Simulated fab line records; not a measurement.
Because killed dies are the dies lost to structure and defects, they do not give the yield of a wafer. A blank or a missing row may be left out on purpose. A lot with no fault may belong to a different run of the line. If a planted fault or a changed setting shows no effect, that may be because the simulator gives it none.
fab line records	flow sky130
record: lots: 24	wafers: 72	last-day: 50
route steps=708 shown PWDE@84 VT_ADJUST_HVTR@139 SONOS_TUNNEL@162 POLY_GATE@205 LDD_HVP@285
lots that met no fault: taken from a fault-free run of the same line
start-h: hours from the record's opening day to when the first of the lot's shown wafers began	wait-h: how many hours have passed since the lot's step before this one	" same as the row above	L1.1+2: several wafers, shown together as one row	- value missing, or start not given	* or withheld: withheld	< > ~ a bound
route shown NAME@n: NAME is a module with steps in the file, n the number in the route of the first one	usual: mean/standard deviation taken from wafers without a fault	same: alike in all rows	chamber/n: place in a boat	sites: per-site readings	_std_site: standard deviation of those values	_edge_site: mean of outer sites minus mean of inner sites	radius-mm: how far each site lies from the wafer's centre	mask NAME#n: copy n	behind: the last tool/chamber to shape the wafer	hold: why the lot went on hold/how many hours it stayed there/how the hold came to an end	device: transistor that didn't switch, given as n, p or np	end of line: at the end of the route, the tests of the same wafers	a step given without rows: its recipe and nothing more	killed: the dies lost at the first sort to structure and to defects; this is not the yield of the wafer	map: shows each die of a wafer: x if killed, . if not, _ if none is there
set.NAME: the setting that was run; set.NAME@STEP: the one run at that earlier step	model.NAME: the simulator's own value behind a step, which no gauge read
steps of the route over a sample of lots; a table a step, a row a wafer
services: the hour from which a tool's chamber was out of use, counted from the record's first day as start-h (under 0 if before that day), plus the number of hours and why
== steps ==
step: SKY_NWELL_RS_MEAS_31
recipe: thk-meas-gauge: four-point-probe
usual: PWDE_RS: 5275/20
lot.wafer	tool	chamber	start-h	wait-h	PWDE_RS[ohm/sq]
L074.3	film-metro-03	-	109.26	0.1	5282
L074.5	"	-	"	"	5259
L074.6	"	-	"	"	5290
L075.3	film-metro-02	-	111.11	0.1	5295
L075.5	"	-	"	"	5296
L075.6	"	-	"	"	5311
L076.2	film-metro-02	-	117.14	0.1	5286
L076.4	"	-	"	"	5278
L076.6	"	-	"	"	5294
L077.1	film-metro-02	-	118.96	0.1	5245
L077.4	"	-	"	"	5236
L077.5	"	-	"	"	5236
L078.1	film-metro-02	-	124.22	0.1	5264
L078.4	"	-	"	"	5271
L078.5	"	-	"	"	5261
L079.2	film-metro-03	-	134.03	0.1	5281
L079.5	"	-	"	"	5295
L079.6	"	-	"	"	5277
L080.1	film-metro-01	-	134.92	0.1	5274
L080.3	"	-	"	"	5256
L080.4	"	-	"	"	5272
L081.3	film-metro-01	-	138.40	0.1	5272
L081.4	"	-	"	"	5275
L081.6	"	-	"	"	5262
L082.3	film-metro-01	-	144.20	0.1	5277
L082.4	"	-	"	"	5284
L082.6	"	-	"	"	5266
L083.1	film-metro-02	-	153.72	0.1	5267
L083.2	"	-	"	"	5284
L083.4	"	-	"	"	5275
L084.1	film-metro-01	-	159.77	0.1	5250
L084.2	"	-	"	"	5239
L084.4	"	-	"	"	5246
L085.1	film-metro-01	-	166.17	0.1	5245
L085.4	"	-	"	"	5262
L085.5	"	-	"	"	5259
L086.2	film-metro-01	-	172.45	0.1	5297
L086.4	"	-	"	"	5294
L086.5	"	-	"	"	5288
L087.1	film-metro-01	-	178.04	0.1	5284
L087.3	"	-	"	"	5328
L087.5	"	-	"	"	5304
L088.1	film-metro-01	-	183.12	0.1	5280
L088.3	"	-	"	"	5260
L088.4	"	-	"	"	5271
L089.1	film-metro-01	-	187.31	0.1	5290
L089.4	"	-	"	"	5297
L089.5	"	-	"	"	5291
L090.1	film-metro-03	-	192.78	0.1	5290
L090.4	"	-	"	"	5270
L090.5	"	-	"	"	5260
L091.2	film-metro-01	-	203.13	0.1	5314
L091.3	"	-	"	"	5294
L091.4	"	-	"	"	5285
L092.4	film-metro-03	-	212.27	0.1	5246
L092.5	"	-	"	"	5249
L092.6	"	-	"	"	5250
L097.1	film-metro-01	-	253.71	0.1	5300
L097.2	"	-	"	"	5305
L097.4	"	-	"	"	5299
L094.3	film-metro-03	-	254.11	0.1	5244
L094.4	"	-	"	"	5248
L094.6	"	-	"	"	5238
L095.1	film-metro-01	-	254.71	0.1	5297
L095.3	"	-	"	"	5285
L095.6	"	-	"	"	5272
L096.2	film-metro-03	-	255.24	0.1	5291
L096.3	"	-	"	"	5299
L096.4	"	-	"	"	5297
L093.2	film-metro-03	-	256.11	0.1	5288
L093.5	"	-	"	"	5289
L093.6	"	-	"	"	5283
step: SKY_VT_ADJUST_HVTR_OVL_MEAS_08
usual: VT_ADJUST_HVTR_OVL: 2.2/1.4
lot.wafer	tool	chamber	start-h	wait-h	VT_ADJUST_HVTR_OVL[nm]
L074.3	overlay-02	-	203.11	0.1	2.3
L074.5	"	-	"	"	2.5
L074.6	"	-	"	"	2.0
L075.3	overlay-02	-	205.01	0.1	3.7
L075.5	"	-	"	"	1.9
L075.6	"	-	"	"	3.0
L076.2	overlay-02	-	213.40	0.1	3.9
L076.4	"	-	"	"	0.7
L076.6	"	-	"	"	0.5
L077.1	overlay-01	-	214.95	0.1	1.6
L077.4	"	-	"	"	3.1
L077.5	"	-	"	"	2.4
L078.1	overlay-01	-	220.50	0.1	3.0
L078.4	"	-	"	"	3.2
L078.5	"	-	"	"	2.5
L079.2	overlay-02	-	236.71	0.1	0.3
L079.5	"	-	"	"	3.1
L079.6	"	-	"	"	1.1
L080.1	overlay-02	-	238.76	0.1	1.0
L080.3	"	-	"	"	2.8
L080.4	"	-	"	"	4.2
L081.3	overlay-01	-	243.12	0.1	3.0
L081.4	"	-	"	"	1.3
L081.6	"	-	"	"	0.6
L082.3	overlay-02	-	251.65	0.1	4.7
L082.4	"	-	"	"	4.7
L082.6	"	-	"	"	2.3
L083.1	overlay-02	-	261.79	0.1	0.5
L083.2	"	-	"	"	0.2
L083.4	"	-	"	"	3.1
L084.1	overlay-01	-	270.11	0.1	1.8
L084.2	"	-	"	"	2.4
L084.4	"	-	"	"	1.2
L085.1	overlay-02	-	276.39	0.1	2.8
L085.4	"	-	"	"	-0.2
L085.5	"	-	"	"	2.2
L086.2	overlay-02	-	285.76	0.1	1.6
L086.4	"	-	"	"	3.3
L086.5	"	-	"	"	3.6
L087.1	overlay-02	-	291.35	0.1	2.6
L087.3	"	-	"	"	4.6
L087.5	"	-	"	"	4.4
L088.1	overlay-02	-	299.65	0.1	-1.0
L088.3	"	-	"	"	0.0
L088.4	"	-	"	"	0.5
L089.1	overlay-02	-	302.14	0.1	4.9
L089.4	"	-	"	"	3.0
L089.5	"	-	"	"	2.6
L090.1	overlay-02	-	311.54	0.1	3.6
L090.4	"	-	"	"	4.6
L090.5	"	-	"	"	2.7
L091.2	overlay-02	-	323.71	0.1	1.4
L091.3	"	-	"	"	1.4
L091.4	"	-	"	"	2.0
L092.4	overlay-02	-	332.87	0.1	-0.8
L092.5	"	-	"	"	-1.3
L092.6	"	-	"	"	0.1
L097.1	overlay-02	-	383.25	0.1	2.6
L097.2	"	-	"	"	4.8
L097.4	"	-	"	"	4.2
L094.3	overlay-01	-	384.70	0.1	2.5
L094.4	"	-	"	"	2.2
L094.6	"	-	"	"	3.0
L095.1	overlay-01	-	385.10	0.1	2.4
L095.3	"	-	"	"	2.7
L095.6	"	-	"	"	2.1
L096.2	overlay-02	-	386.41	0.1	1.8
L096.3	"	-	"	"	1.8
L096.4	"	-	"	"	3.2
L093.2	overlay-02	-	386.85	0.1	2.1
L093.5	"	-	"	"	2.0
L093.6	"	-	"	"	1.3
step: SKY_VT_ADJUST_HVTR_STRIP_10
recipe: chemistry: O2/N2	power-w: 1400	pressure-mtorr: 1500	platen-temp-c: withheld	o2-flow-sccm: 3000	n2-flow-sccm: 300	overash-fraction: 0.5
usual: drypump-motor-current-A: 5.9/0.6	oes-product-au: 0.716/0.0043	strip-time-to-endpoint-s: 14.17/0.051
same: overash-fraction: 0.5
lot.wafer	tool	chamber	start-h	wait-h	drypump-motor-current-A	oes-product-au	rf-hours-counter-h	strip-time-to-endpoint-s
L074.3	plasma-asher-02	0	203.31	0.1	5.2	0.717	-	14.22
L074.5	"	0	"	"	5.2	0.722	-	14.23
L074.6	"	1	"	"	6.5	0.716	-	14.16
L075.3	plasma-asher-04	0	205.21	0.1	6.5	0.708	-	14.21
L075.5	"	1	"	"	5.4	0.719	-	14.23
L075.6	"	0	"	"	6.5	0.716	-	14.24
L076.2	plasma-asher-04	0	213.58	0.1	6.5	0.723	9	14.24
L076.4	"	0	"	"	6.5	0.723	-	14.21
L076.6	"	0	"	"	6.5	0.712	-	14.25
L077.1	plasma-asher-01	0	215.14	0.1	5.8	0.712	54	14.27
L077.4	"	0	"	"	5.8	0.712	-	14.24
L077.5	"	0	"	"	5.8	0.718	-	14.26
L078.1	plasma-asher-04	1	220.69	0.1	5.3	0.723	10	14.24
L078.4	"	1	"	"	5.3	0.719	-	14.21
L078.5	"	0	"	"	6.5	0.710	-	14.24
L079.2	plasma-asher-04	1	236.89	0.1	5.3	0.708	11	14.19
L079.5	"	0	"	"	6.5	0.715	-	14.21
L079.6	"	1	"	"	5.3	0.720	-	14.19
L080.1	plasma-asher-04	1	238.94	0.1	5.3	0.716	12	14.20
L080.3	"	0	"	"	6.5	0.719	-	14.21
L080.4	"	1	"	"	5.3	0.717	-	14.25
L081.3	plasma-asher-02	0	243.32	0.1	5.2	0.719	-	14.20
L081.4	"	1	"	"	6.6	0.722	-	14.20
L081.6	"	0	"	"	5.2	0.718	-	14.21
L082.3	plasma-asher-02	1	251.86	0.1	6.5	0.715	-	14.16
L082.4	"	0	"	"	5.2	0.714	-	14.22
L082.6	"	0	"	"	5.2	0.717	-	14.22
L083.1	plasma-asher-02	1	261.98	0.1	6.5	0.718	59	14.13
L083.2	"	0	"	"	5.2	0.712	59	14.09
L083.4	"	0	"	"	5.2	0.716	-	14.14
L084.1	plasma-asher-02	1	270.29	0.1	6.5	0.724	60	14.18
L084.2	"	0	"	"	5.2	0.709	60	14.14
L084.4	"	1	"	"	6.5	0.715	-	14.18
L085.1	plasma-asher-01	1	276.58	0.1	6.5	0.717	60	14.12
L085.4	"	0	"	"	5.8	0.714	-	14.15
L085.5	"	1	"	"	6.5	0.712	-	14.12
L086.2	plasma-asher-02	0	285.94	0.1	5.2	0.708	61	14.15
L086.4	"	0	"	"	5.2	0.716	-	14.14
L086.5	"	1	"	"	6.6	0.721	-	14.15
L087.1	plasma-asher-04	0	291.54	0.1	6.5	0.717	17	14.17
L087.3	"	0	"	"	6.5	0.710	-	14.17
L087.5	"	0	"	"	6.5	0.712	-	14.23
L088.1	plasma-asher-04	0	300.26	0.1	6.5	0.719	18	14.15
L088.3	"	1	"	"	5.3	0.714	-	14.11
L088.4	"	0	"	"	6.5	0.710	-	14.13
L089.1	plasma-asher-04	1	302.33	0.1	5.3	0.721	18	14.22
L089.4	"	0	"	"	6.5	0.725	-	14.21
L089.5	"	0	"	"	6.5	0.713	-	14.24
L090.1	plasma-asher-04	1	311.73	0.1	5.3	0.718	19	14.10
L090.4	"	0	"	"	6.5	0.719	-	14.14
L090.5	"	0	"	"	6.4	0.717	-	14.14
L091.2	plasma-asher-02	1	323.89	0.1	6.5	0.713	65	14.12
L091.3	"	0	"	"	5.2	0.712	-	14.12
L091.4	"	1	"	"	6.6	0.711	-	14.13
L092.4	plasma-asher-04	1	333.08	0.1	5.4	0.716	-	14.07
L092.5	"	0	"	"	6.5	0.708	-	14.11
L092.6	"	1	"	"	5.4	0.718	-	14.07
L097.1	plasma-asher-04	0	383.44	0.1	6.5	0.716	25	14.13
L097.2	"	1	"	"	5.3	0.705	25	14.16
L097.4	"	0	"	"	6.5	0.713	-	14.20
L094.3	plasma-asher-02	1	384.91	0.1	6.5	0.713	-	14.08
L094.4	"	0	"	"	5.2	0.719	-	14.08
L094.6	"	1	"	"	6.6	0.715	-	14.10
L095.1	plasma-asher-04	0	385.29	0.1	6.5	0.715	25	14.19
L095.3	"	1	"	"	5.3	0.710	-	14.22
L095.6	"	1	"	"	5.3	0.718	-	14.21
L096.2	plasma-asher-02	0	386.59	0.1	5.2	0.724	71	14.19
L096.3	"	1	"	"	6.5	0.712	-	14.16
L096.4	"	0	"	"	5.2	0.717	-	14.16
L093.2	plasma-asher-04	0	387.03	0.1	6.5	0.712	26	14.10
L093.5	"	1	"	"	5.3	0.717	-	14.15
L093.6	"	0	"	"	6.5	0.717	-	14.07
step: SKY_SONOS_TUNNEL_OVL_MEAS_08
usual: SONOS_TUNNEL_OVL: 0.3/1.3
lot.wafer	tool	chamber	start-h	wait-h	SONOS_TUNNEL_OVL[nm]
L074.3	overlay-01	-	249.41	0.1	-0.2
L074.5	"	-	"	"	-0.8
L074.6	"	-	"	"	-0.6
L075.3	overlay-01	-	250.67	0.1	0.9
L075.5	"	-	"	"	0.5
L075.6	"	-	"	"	-1.1
L076.2	overlay-01	-	260.28	0.1	-0.6
L076.4	"	-	"	"	-0.4
L076.6	"	-	"	"	1.7
L077.1	overlay-01	-	261.49	0.1	-0.9
L077.4	"	-	"	"	-1.9
L077.5	"	-	"	"	2.0
L078.1	overlay-01	-	266.82	0.1	0.0
L078.4	"	-	"	"	-0.7
L078.5	"	-	"	"	2.0
L079.2	overlay-02	-	284.73	0.1	2.4
L079.5	"	-	"	"	2.1
L079.6	"	-	"	"	0.2
L080.1	overlay-02	-	286.90	0.1	1.9
L080.3	"	-	"	"	1.4
L080.4	"	-	"	"	2.4
L081.3	overlay-01	-	292.20	0.1	2.3
L081.4	"	-	"	"	1.2
L081.6	"	-	"	"	1.0
L082.3	overlay-01	-	301.05	0.1	-1.4
L082.4	"	-	"	"	-0.8
L082.6	"	-	"	"	-1.8
L083.1	overlay-01	-	310.82	0.1	0.8
L083.2	"	-	"	"	-0.4
L083.4	"	-	"	"	0.1
L084.1	overlay-02	-	321.00	0.1	0.8
L084.2	"	-	"	"	-0.9
L084.4	"	-	"	"	0.0
L085.1	overlay-01	-	327.59	0.1	1.3
L085.4	"	-	"	"	1.6
L085.5	"	-	"	"	2.6
L086.2	overlay-02	-	337.12	0.1	0.5
L086.4	"	-	"	"	-0.9
L086.5	"	-	"	"	0.5
L087.1	overlay-02	-	343.99	0.1	3.4
L087.3	"	-	"	"	3.6
L087.5	"	-	"	"	1.5
L088.1	overlay-01	-	352.87	0.1	0.3
L088.3	"	-	"	"	1.1
L088.4	"	-	"	"	1.0
L089.1	overlay-01	-	355.94	0.1	-0.1
L089.4	"	-	"	"	-0.2
L089.5	"	-	"	"	0.2
L090.1	overlay-01	-	366.35	0.1	-0.1
L090.4	"	-	"	"	-2.1
L090.5	"	-	"	"	0.2
L091.2	overlay-02	-	378.53	0.1	-0.2
L091.3	"	-	"	"	-1.1
L091.4	"	-	"	"	1.3
L092.4	overlay-01	-	389.04	0.1	2.3
L092.5	"	-	"	"	-0.9
L092.6	"	-	"	"	-0.6
L097.1	overlay-01	-	444.39	0.1	0.6
L097.2	"	-	"	"	0.5
L097.4	"	-	"	"	-1.2
L094.3	overlay-02	-	447.04	0.1	-0.3
L094.4	"	-	"	"	-3.1
L094.6	"	-	"	"	0.2
L095.1	overlay-01	-	447.44	0.1	-1.7
L095.3	"	-	"	"	-0.2
L095.6	"	-	"	"	-2.7
L096.2	overlay-02	-	448.33	0.1	2.0
L096.3	"	-	"	"	2.5
L096.4	"	-	"	"	1.0
L093.2	overlay-02	-	448.66	0.1	1.1
L093.5	"	-	"	"	0.8
L093.6	"	-	"	"	2.0
step: SKY_POLY_GATE_THK_MEAS_01
recipe: reads: poly-Si_of_POLY_GATE_CVD_00
usual: POLY_GATE_CVD_00_THK: 179.0/1.6
lot.wafer	tool	chamber	start-h	wait-h	POLY_GATE_CVD_00_THK[nm]
L074.3	film-metro-04	-	307.62	0.0	180.1
L074.5	"	-	"	"	180.3
L074.6	"	-	"	"	180.0
L075.3	film-metro-03	-	312.47	0.0	179.1
L075.5	"	-	"	"	177.4
L075.6	"	-	"	"	176.9
L076.2	film-metro-04	-	318.75	0.0	181.2
L076.4	"	-	"	"	182.3
L076.6	"	-	"	"	183.2
L077.1	film-metro-04	-	327.88	0.0	179.2
L077.4	"	-	"	"	180.8
L077.5	"	-	"	"	181.1
L078.1	film-metro-03	-	332.30	0.0	178.5
L078.4	"	-	"	"	180.4
L078.5	"	-	"	"	179.8
L079.2	film-metro-03	-	351.65	0.0	179.2
L079.5	"	-	"	"	179.0
L079.6	"	-	"	"	180.1
L080.1	film-metro-04	-	351.67	0.0	178.9
L080.3	"	-	"	"	180.5
L080.4	"	-	"	"	179.2
L081.3	film-metro-04	-	361.27	0.0	178.4
L081.4	"	-	"	"	176.5
L081.6	"	-	"	"	178.2
L082.3	film-metro-04	-	366.53	0.0	177.6
L082.4	"	-	"	"	177.3
L082.6	"	-	"	"	178.9
L083.1	film-metro-04	-	381.22	0.0	179.9
L083.2	"	-	"	"	179.5
L083.4	"	-	"	"	178.1
L084.1	film-metro-03	-	392.01	0.0	180.4
L084.2	"	-	"	"	179.7
L084.4	"	-	"	"	179.1
L085.1	film-metro-04	-	394.89	0.0	180.6
L085.4	"	-	"	"	180.2
L085.5	"	-	"	"	179.9
L086.2	film-metro-03	-	405.55	0.0	178.0
L086.4	"	-	"	"	179.1
L086.5	"	-	"	"	178.1
L087.1	film-metro-04	-	411.15	0.0	176.5
L087.3	"	-	"	"	176.1
L087.5	"	-	"	"	176.0
L088.1	film-metro-04	-	420.72	0.0	177.6
L088.3	"	-	"	"	178.3
L088.4	"	-	"	"	177.5
L089.1	film-metro-03	-	430.77	0.0	180.2
L089.4	"	-	"	"	179.3
L089.5	"	-	"	"	178.8
L090.1	film-metro-03	-	436.54	0.0	178.7
L090.4	"	-	"	"	179.5
L090.5	"	-	"	"	179.3
L091.2	film-metro-04	-	454.17	0.0	180.5
L091.3	"	-	"	"	180.7
L091.4	"	-	"	"	180.6
L092.4	film-metro-03	-	467.91	0.0	180.4
L092.5	"	-	"	"	177.1
L092.6	"	-	"	"	178.1
L097.1	film-metro-03	-	513.75	0.0	179.7
L097.2	"	-	"	"	179.5
L097.4	"	-	"	"	180.1
L094.3	film-metro-02	-	515.67	0.0	176.7
L094.4	"	-	"	"	176.6
L094.6	"	-	"	"	174.9
L095.1	film-metro-04	-	518.52	0.0	176.9
L095.3	"	-	"	"	179.0
L095.6	"	-	"	"	176.1
L093.2	film-metro-04	-	520.06	0.0	180.1
L093.5	"	-	"	"	180.8
L093.6	"	-	"	"	179.1
L096.2	film-metro-02	-	521.26	0.0	180.4
L096.3	"	-	"	"	178.6
L096.4	"	-	"	"	179.4
step: SKY_LDD_HVP_OVL_MEAS_07
usual: LDD_HVP_OVL: 0.4/1.3
lot.wafer	tool	chamber	start-h	wait-h	LDD_HVP_OVL[nm]
L074.3	overlay-02	-	486.93	0.1	2.3
L074.5	"	-	"	"	3.4
L074.6	"	-	"	"	2.6
L075.3	overlay-02	-	494.01	0.1	0.8
L075.5	"	-	"	"	0.7
L075.6	"	-	"	"	-0.5
L076.2	overlay-02	-	498.94	0.1	-0.5
L076.4	"	-	"	"	-0.9
L076.6	"	-	"	"	-1.8
L077.1	overlay-01	-	511.68	0.1	-0.4
L077.4	"	-	"	"	1.5
L077.5	"	-	"	"	0.0
L078.1	overlay-02	-	519.33	0.1	1.1
L078.4	"	-	"	"	1.9
L078.5	"	-	"	"	1.5
L079.2	overlay-02	-	537.76	0.1	0.8
L079.5	"	-	"	"	-0.1
L079.6	"	-	"	"	-0.6
L080.1	overlay-01	-	537.83	0.1	-0.1
L080.3	"	-	"	"	1.2
L080.4	"	-	"	"	-0.2
L081.3	overlay-01	-	546.28	0.1	1.1
L081.4	"	-	"	"	0.2
L081.6	"	-	"	"	0.5
L082.3	overlay-01	-	554.89	0.1	-1.5
L082.4	"	-	"	"	-1.9
L082.6	"	-	"	"	-1.4
L083.1	overlay-02	-	569.67	0.1	0.4
L083.2	"	-	"	"	0.7
L083.4	"	-	"	"	1.1
L084.1	overlay-02	-	582.40	0.1	0.6
L084.2	"	-	"	"	-0.4
L084.4	"	-	"	"	2.0
L085.1	overlay-01	-	584.48	0.1	0.0
L085.4	"	-	"	"	2.2
L085.5	"	-	"	"	0.4
L086.2	overlay-02	-	592.06	0.1	-1.1
L086.4	"	-	"	"	0.9
L086.5	"	-	"	"	-0.6
L087.1	overlay-01	-	599.42	0.1	0.6
L087.3	"	-	"	"	-0.8
L087.5	"	-	"	"	-0.7
L088.1	overlay-02	-	608.63	0.1	-2.4
L088.3	"	-	"	"	-1.4
L088.4	"	-	"	"	-0.3
L089.1	overlay-01	-	617.52	0.1	1.5
L089.4	"	-	"	"	-0.3
L089.5	"	-	"	"	-0.8
L090.1	overlay-02	-	620.79	0.1	-0.6
L090.4	"	-	"	"	-0.6
L090.5	"	-	"	"	-0.8
L091.2	overlay-01	-	638.33	0.1	3.0
L091.3	"	-	"	"	2.3
L091.4	"	-	"	"	1.1
L092.4	overlay-01	-	652.47	0.1	-1.2
L092.5	"	-	"	"	-0.7
L092.6	"	-	"	"	-1.4
L097.1	overlay-02	-	695.67	0.1	-1.2
L097.2	"	-	"	"	-1.2
L097.4	"	-	"	"	-1.3
L094.3	overlay-01	-	696.29	0.1	1.0
L094.4	"	-	"	"	3.1
L094.6	"	-	"	"	2.0
L095.1	overlay-02	-	698.02	0.1	0.9
L095.3	"	-	"	"	1.1
L095.6	"	-	"	"	0.3
L093.2	overlay-02	-	699.64	0.1	-0.2
L093.5	"	-	"	"	1.3
L093.6	"	-	"	"	0.0
L096.2	overlay-02	-	704.81	0.1	0.0
L096.3	"	-	"	"	0.1
L096.4	"	-	"	"	-0.3
== services ==
tool	chamber	start-h	hours	kind
plasma-asher-01	-	345.93	9.1	repair
plasma-asher-04	-	363.82	0.4	repair
== key ==
fault none
